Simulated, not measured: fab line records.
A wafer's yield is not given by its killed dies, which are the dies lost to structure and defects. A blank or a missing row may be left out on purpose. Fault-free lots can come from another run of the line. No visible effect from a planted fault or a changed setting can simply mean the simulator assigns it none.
8D (eight disciplines) problem report, filled in by code | flow sky130 | the parts of the form that need people (team, actions taken, sign-off) are left out

1. THE ISSUE
Wafers free of any fault read 6.90 ohm/sq (standard deviation 0.052) for CAPM_TIN_RS at SKY_CAPM_RS_MEAS_03, against a mean of 6.02 ohm/sq on 2 wafers of 2 lots. That puts it -17 standard deviations away from the usual mean.
The step: measures by four-point-probe.
The first sign was on wafer L510.3 at day 42 06:36, on filmMetro-01. The record holds 39 wafers of 13 lots with a number at this step. By rule, "out" or "out of limits" means more than 4 standard deviations away from the usual mean. The other wafers with a number count as sound.

2. WHAT IT IS; WHAT IT IS NOT
question                    | is                         | is not
which readings at this step | CAPM_TIN_RS                | -
which lots                  | L510, L512                 | L495, L497, L498, L500, L501, L502, L511, L513, L515, L516, L517
which wafers of those lots  | L510.3, L512.1             | L510.2, L510.6, L512.2, L512.4
read on which gauges        | filmMetro-01, filmMetro-04 | filmMetro-03
when                        | from day 42 06:36          | up to then (20 sound wafers); but 17 sound wafers of L511, L512, L513, L515, L516, L517 came after

3. SUSPECTS, AND WHAT RULES EACH OUT
Counting: if a tool at a process step up to the reading ran every lot that is out, it stays a suspect. Sound lots after the first of them don't rule it out here, since some wafers of a struck lot are sound.
- ruled out: the gauge at SKY_CAPM_RS_MEAS_03. Those wafers that are out were read across 2 gauges (filmMetro-01, filmMetro-04).
- pvdSputter-04 at SKY_CAPM_SPUTTER_02 (material TiN, target thk 200 nm, time 166.7 s): kept. Ran every lot that is out, first one L510 (day 42 06:28); last sound lot up to then L495 (day 36 23:19).
Left after counting: pvdSputter-04 at SKY_CAPM_SPUTTER_02.

4. THE CAUSE (what the simulator had put in)
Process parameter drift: pvdSputter-04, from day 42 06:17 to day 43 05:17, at SKY_CAPM_SPUTTER_02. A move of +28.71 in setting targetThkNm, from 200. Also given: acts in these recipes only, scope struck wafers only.
The count eliminated every tool but this one.

5. THE EFFECT CHAIN, in route order
Each row: a reading where the mean over the struck wafers with a number is more than 3 standard deviations away from the usual. Scope: only readings with a usual standard deviation given in the record; hours: median across lots of the time from each lot's start at the first step in this table that gives one to its start at this step; sigmas: change in usual standard deviations.
hours | step                   | reading          | usual       | on struck wafers | change | sigmas
0     | SKY_CAPM_RS_MEAS_03    | CAPM_TIN_RS      | 6.90 ohm/sq | 6.02             | -0.88  | -17
0     | SKY_CAPM_THK_MEAS_04   | CAPM_TIN_THK     | 203.5 nm    | 233.8            | +30.3  | +14
23    | SKY_CAPM_METAL_ETCH_13 | oesProductAu     | 0.943 a.u.  | 0.992            | +0.049 | +7.8
23    | SKY_CAPM_METAL_ETCH_13 | throttleValvePct | 21.901 %    | 21.864           | -0.037 | -3.9
Its process steps:
- SKY_CAPM_METAL_ETCH_13: etches TiN in Cl2/BCl3, stops on SiO2, target depth 220 nm, time 62.9 s.

6. WHAT WOULD HAVE CAUGHT IT SOONER
In this record the first reading out of limits at a measuring or inspecting step was taken at day 42 06:36, 0 hours after the fault began at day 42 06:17.
An alarm limit of 4 standard deviations would not have fired on the tool readings at SKY_CAPM_SPUTTER_02 for which the record gives a usual standard deviation, since none of them was out on any struck wafer.
Among the 2 lots that are out, L512 began SKY_CAPM_SPUTTER_02 on pvdSputter-04 after day 42 06:36. It would have been spared by a hold on the tool at that moment.
